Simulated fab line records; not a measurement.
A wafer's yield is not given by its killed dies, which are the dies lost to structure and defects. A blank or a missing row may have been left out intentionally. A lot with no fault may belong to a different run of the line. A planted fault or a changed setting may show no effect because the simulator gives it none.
Chamber matching / flow gf180mcu / cmp-02 running GF_V2_CMP_26: 4 sister chambers
The step polishes, stops on SiO2, t overpolish 15 s, target thk 0 nm. 18 wafers are shown with their chamber, then 9 later ones without.

WAFERS, EACH WITH ITS CHAMBER
wafer=L152.2; chamber=3; motorCurrentA (A)=10.6; timeToEndpointS (s)=83; headPressurePsi (psi)=3.497
wafer=L152.3; chamber=2; motorCurrentA (A)=11.2; timeToEndpointS (s)=84; headPressurePsi (psi)=3.505
wafer=L152.5; chamber=1; motorCurrentA (A)=11.6; timeToEndpointS (s)=87; headPressurePsi (psi)=3.503
wafer=L156.2; chamber=2; motorCurrentA (A)=9.8; timeToEndpointS (s)=88; headPressurePsi (psi)=3.499
wafer=L156.4; chamber=0; motorCurrentA (A)=10.4; timeToEndpointS (s)=89; headPressurePsi (psi)=3.507
wafer=L156.6; chamber=3; motorCurrentA (A)=11.0; timeToEndpointS (s)=86; headPressurePsi (psi)=3.495
wafer=L160.1; chamber=0; motorCurrentA (A)=10.1; timeToEndpointS (s)=90; headPressurePsi (psi)=3.495
wafer=L160.3; chamber=3; motorCurrentA (A)=10.6; timeToEndpointS (s)=84; headPressurePsi (psi)=3.507
wafer=L160.4; chamber=1; motorCurrentA (A)=12.0; timeToEndpointS (s)=89; headPressurePsi (psi)=3.493
wafer=L168.3; chamber=1; motorCurrentA (A)=11.9; timeToEndpointS (s)=85; headPressurePsi (psi)=3.502
wafer=L168.4; chamber=0; motorCurrentA (A)=11.3; timeToEndpointS (s)=88; headPressurePsi (psi)=3.507
wafer=L168.5; chamber=3; motorCurrentA (A)=10.9; timeToEndpointS (s)=84; headPressurePsi (psi)=3.499
wafer=L171.2; chamber=0; motorCurrentA (A)=11.0; timeToEndpointS (s)=90; headPressurePsi (psi)=3.495
wafer=L171.5; chamber=3; motorCurrentA (A)=10.5; timeToEndpointS (s)=85; headPressurePsi (psi)=3.501
wafer=L171.6; chamber=0; motorCurrentA (A)=10.5; timeToEndpointS (s)=86; headPressurePsi (psi)=3.498
wafer=L172.1; chamber=1; motorCurrentA (A)=12.3; timeToEndpointS (s)=84; headPressurePsi (psi)=3.495
wafer=L172.4; chamber=3; motorCurrentA (A)=10.4; timeToEndpointS (s)=81; headPressurePsi (psi)=3.505
wafer=L172.5; chamber=0; motorCurrentA (A)=11.5; timeToEndpointS (s)=88; headPressurePsi (psi)=3.509

SIGNATURES (averages over the wafers above)
reading=motorCurrentA; chamber 0=10.800; chamber 1=11.950; chamber 2=10.500; chamber 3=10.667; scatter within a chamber=0.465
reading=timeToEndpointS; chamber 0=88.50; chamber 1=86.25; chamber 2=86.00; chamber 3=83.83; scatter within a chamber=1.87
reading=headPressurePsi; chamber 0=3.50183; chamber 1=3.49825; chamber 2=3.50200; chamber 3=3.50067; scatter within a chamber=0.00543
Rule: for a wafer and a chamber, the distance is found by dividing, reading by reading, the gap between the wafer's reading and the chamber's mean by the reading's scatter, squaring, summing and taking the root. If the next closest chamber is less than 2 further off than the closest, the wafer can't be placed; otherwise it belongs to the closest. How the scatter is found: for the shown wafers, subtract from each reading the mean of its chamber, square and add these, divide the total by (wafers less chambers), then take the root.

WAFERS WITHOUT THEIR CHAMBER
wafer=L173.4; motorCurrentA (A)=12.2; timeToEndpointS (s)=86; headPressurePsi (psi)=3.491
wafer=L173.5; motorCurrentA (A)=11.7; timeToEndpointS (s)=87; headPressurePsi (psi)=3.497
wafer=L173.6; motorCurrentA (A)=11.2; timeToEndpointS (s)=87; headPressurePsi (psi)=3.517
wafer=L174.1; motorCurrentA (A)=10.6; timeToEndpointS (s)=85; headPressurePsi (psi)=3.501
wafer=L174.3; motorCurrentA (A)=10.5; timeToEndpointS (s)=86; headPressurePsi (psi)=3.503
wafer=L174.6; motorCurrentA (A)=10.8; timeToEndpointS (s)=89; headPressurePsi (psi)=3.495
wafer=L175.1; motorCurrentA (A)=10.7; timeToEndpointS (s)=84; headPressurePsi (psi)=3.506
wafer=L175.2; motorCurrentA (A)=10.1; timeToEndpointS (s)=80; headPressurePsi (psi)=3.513
wafer=L175.3; motorCurrentA (A)=10.5; timeToEndpointS (s)=87; headPressurePsi (psi)=3.504

EACH ONE'S CHAMBER
wafer=L173.4; from the rows above=1; in truth=1
wafer=L173.5; from the rows above=can't be placed: 1 or 0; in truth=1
wafer=L173.6; from the rows above=can't be placed: 0 or 2 or 3 or 1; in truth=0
wafer=L174.1; from the rows above=can't be placed: 2 or 3 or 0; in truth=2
wafer=L174.3; from the rows above=can't be placed: 2 or 3 or 0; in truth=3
wafer=L174.6; from the rows above=can't be placed: 0 or 2 or 1 or 3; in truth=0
wafer=L175.1; from the rows above=can't be placed: 3 or 2 or 0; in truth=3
wafer=L175.2; from the rows above=can't be placed: 3 or 2 or 0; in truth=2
wafer=L175.3; from the rows above=can't be placed: 2 or 0 or 3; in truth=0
Placed correctly: 1 of 9. These rows do not allow placing 8 (true chamber among the candidates in 8). 0 placed wrongly.
